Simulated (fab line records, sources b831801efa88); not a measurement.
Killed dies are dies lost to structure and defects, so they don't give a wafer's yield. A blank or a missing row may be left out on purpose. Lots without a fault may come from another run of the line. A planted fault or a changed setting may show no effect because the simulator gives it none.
Which tool did it? | flow sky130 | 10 lots, 28 wafers sampled, at 3 steps of a route of 708

WHAT THE GAUGES READ, wafer by wafer
SKY_METAL3_OVL_MEAS_14. Usual: METAL3_OVL 1 nm, standard deviation 4.9.
lot  | measured     | on         | METAL3_OVL (nm) | flag
L101 | day 38 14:20 | overlay-01 | 0 -3 -6         |
L102 | day 39 05:02 | overlay-02 | -7 -2 -7        |
L103 | day 39 12:44 | overlay-02 | 4 -7 3          |
L104 | day 39 14:25 | overlay-02 | -1 -7 -7        |
L106 | day 40 10:46 | overlay-02 | -5 -4 -2        |
L113 | day 43 23:25 | overlay-01 | 4 4             |
L115 | day 44 04:46 | overlay-02 | -3 4            |
L117 | day 44 15:16 | overlay-02 | 6 5 9           |
L118 | day 44 16:54 | overlay-01 | -3 -4 -5        |
L120 | day 45 03:00 | overlay-02 | 7 5 10          |

SKY_VIA3_BOW_MEAS_03. Usual: VIA3_BOW 79 um, standard deviation 8.
lot  | measured     | on            | VIA3_BOW (um) | flag
L101 | day 38 15:54 | film_metro-03 | 80 71 67      |
L102 | day 39 06:43 | film_metro-03 | 72 68 77      |
L103 | day 39 14:24 | film_metro-02 | 73 83 82      |
L104 | day 39 16:23 | film_metro-01 | 83 78 79      |
L106 | day 40 12:17 | film_metro-02 | 87 88 86      |
L113 | day 44 00:59 | film_metro-01 | 73 69         |
L115 | day 44 06:16 | film_metro-03 | 83 83         |
L117 | day 44 16:49 | film_metro-02 | 81 78 73      |
L118 | day 44 18:24 | film_metro-02 | 82 77 58      |
L120 | day 45 04:31 | film_metro-01 | 95 87 92      |

WHICH TOOL RAN EACH LOT (tool, then ch and the chambers of the sampled wafers, then the start)
lot  | SKY_METAL3_ETCH_16
L101 | rie_metal-03 ch 0,1, day 38 14:26
L102 | rie_metal-03 ch 1, day 39 05:08
L103 | rie_metal-01 ch 0,1, day 39 12:49
L104 | rie_metal-01 ch 0, day 39 14:29
L106 | rie_metal-01 ch 0,1, day 40 10:50
L113 | rie_metal-01 ch 0,1, day 43 23:30
L115 | rie_metal-03 ch 0, day 44 04:50
L117 | rie_metal-02 ch 0,1, day 44 15:20
L118 | rie_metal-01 ch 0,1, day 44 16:58
L120 | rie_metal-01 ch 0,1, day 45 03:04
- SKY_METAL3_ETCH_16: etches BARC in N2/H2, stops on SiO2, time 88.2 s, target depth 60 nm.

WHAT THE TOOLS THEMSELVES READ (means of the sampled wafers that have a number; where no wafer has one, the mark that the record gives instead)
SKY_METAL3_ETCH_16. Usual: chamber_pressure_mTorr 29.996 mTorr, standard deviation 0.028; drypump_motor_current_A 5.9 A, standard deviation 0.44; oes_product_au 0.625 a.u., standard deviation 0.0048; run_length_s 116.1 s, standard deviation 0.36; throttle_valve_pct 13.205 %, standard deviation 0.0096.
lot  | tool         | chamber_pressure_mTorr (mTorr) | drypump_motor_current_A (A) | oes_product_au (a.u.) | run_length_s (s) | throttle_valve_pct (%) | flag
L101 | rie_metal-03 | 29.970                         | 6.3                         | 0.622                 | 116.4            | 13.207                 |
L102 | rie_metal-03 | 30.003                         | 6.8                         | 0.620                 | 115.9            | 13.196                 |
L103 | rie_metal-01 | 29.990                         | 5.7                         | 0.626                 | 115.8            | 13.213                 |
L104 | rie_metal-01 | 30.007                         | 5.7                         | 0.620                 | 116.0            | 13.201                 |
L106 | rie_metal-01 | 29.976                         | 5.6                         | 0.624                 | 115.8            | 13.202                 |
L113 | rie_metal-01 | 29.959                         | 5.6                         | 0.629                 | 116.0            | 13.203                 |
L115 | rie_metal-03 | 30.002                         | 6.1                         | 0.625                 | 116.7            | 13.204                 |
L117 | rie_metal-02 | 29.988                         | 5.8                         | 0.626                 | 116.4            | 13.199                 |
L118 | rie_metal-01 | 30.017                         | 5.6                         | 0.629                 | 115.6            | 13.201                 |
L120 | rie_metal-01 | 30.008                         | 5.6                         | 0.624                 | 115.9            | 13.197                 |

THE ANSWER, worked out from the rows above alone
Rule: a lot is off if the mean of its wafers that have a number lies more than 3 standard deviations from the usual mean. A lot without any number at a reading at which 4 lots or more have one is off too. The other lots that the step has rows for count as sound. The gauges are gone through in route order, then the tools' own readings, and for those a lot's mean is taken as printed above. The first step at which some lot is off is used, and at that step the reading that is off furthest; a lot without a number counts as furthest.
No lot is off at any reading shown: from this, nothing can be told.

WHAT THE SIMULATOR HAD PUT IN
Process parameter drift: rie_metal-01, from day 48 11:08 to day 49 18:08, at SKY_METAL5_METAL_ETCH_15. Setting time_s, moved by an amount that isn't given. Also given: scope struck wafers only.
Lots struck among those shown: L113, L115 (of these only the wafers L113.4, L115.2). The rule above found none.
